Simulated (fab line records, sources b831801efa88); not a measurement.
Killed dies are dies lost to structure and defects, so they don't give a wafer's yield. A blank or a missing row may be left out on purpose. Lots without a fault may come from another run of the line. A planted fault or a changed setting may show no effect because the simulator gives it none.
Problem report in the 8D (eight disciplines) form, filled by code | flow sky130 | the parts of the form that need people (team, actions taken, sign-off) are left out

1. THE PROBLEM
beam_energy_keV at SKY_LDD_N_IMPLANT_10 reads a mean of 20.751 on 9 wafers of 3 lots; wafers without a fault read 20.001 with a standard deviation of 0.0067. That is +99 or more standard deviations from the usual mean.
First seen on wafer L534.1, day 21 06:46, on implanter-02. The record holds 39 wafers of 13 lots with a number at this step. Rule for "out", or "out of limits": more than 4 standard deviations from the usual mean. The other wafers with a number count as sound.

2. WHAT IT IS AND WHAT IT IS NOT
question                    | is                     | is not
which readings at this step | beam_energy_keV        | -
which lots                  | L534, L536, L537       | L526, L527, L528, L529, L542, L543, L544, L545, L546, L547
which wafers of those lots  | all that have a number | -
read on which tools         | implanter-02           | implanter-03, implanter-04
when                        | from day 21 06:46      | up to then (12 sound wafers); but 18 sound wafers of L542, L543, L544, L545, L546, L547 came after

3. SUSPECTS, AND WHAT RULES EACH OUT
Counting: a tool at a process step up to the reading stays a suspect if it ran every lot that is out and no sound lot after the first of them.
- implanter-02 at SKY_LDD_N_IMPLANT_10: ruled out as a lasting fault. Sound lots L543 ran on it after its first lot that is out, L534 (day 21 06:46).
Left after counting: nothing in the record.

4. THE CAUSE (what the simulator had put in)
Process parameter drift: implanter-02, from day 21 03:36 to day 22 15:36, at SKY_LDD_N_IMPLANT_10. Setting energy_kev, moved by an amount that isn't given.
Counting ruled it out, wrongly.

5. THE CHAIN OF EFFECTS, in route order
Each row: a reading whose mean over the struck wafers that have a number lies more than 3 standard deviations from the usual. Only readings for which the record gives a usual standard deviation are gone through. hours: the time from each lot's start at the first step in this table that gives one to its start at this step, as a median over the lots. sigmas: the change in usual standard deviations.
hours | step                 | reading         | usual  | on struck wafers | change | sigmas
0     | SKY_LDD_N_IMPLANT_10 | beam_energy_keV | 20.001 | 20.751           | +0.750 | +99 or more
The process steps in it:
- SKY_LDD_N_IMPLANT_10

6. WHAT WOULD HAVE CAUGHT IT SOONER
In this record the first reading out of limits was taken at day 21 06:46, 3 hours after the fault began at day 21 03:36.
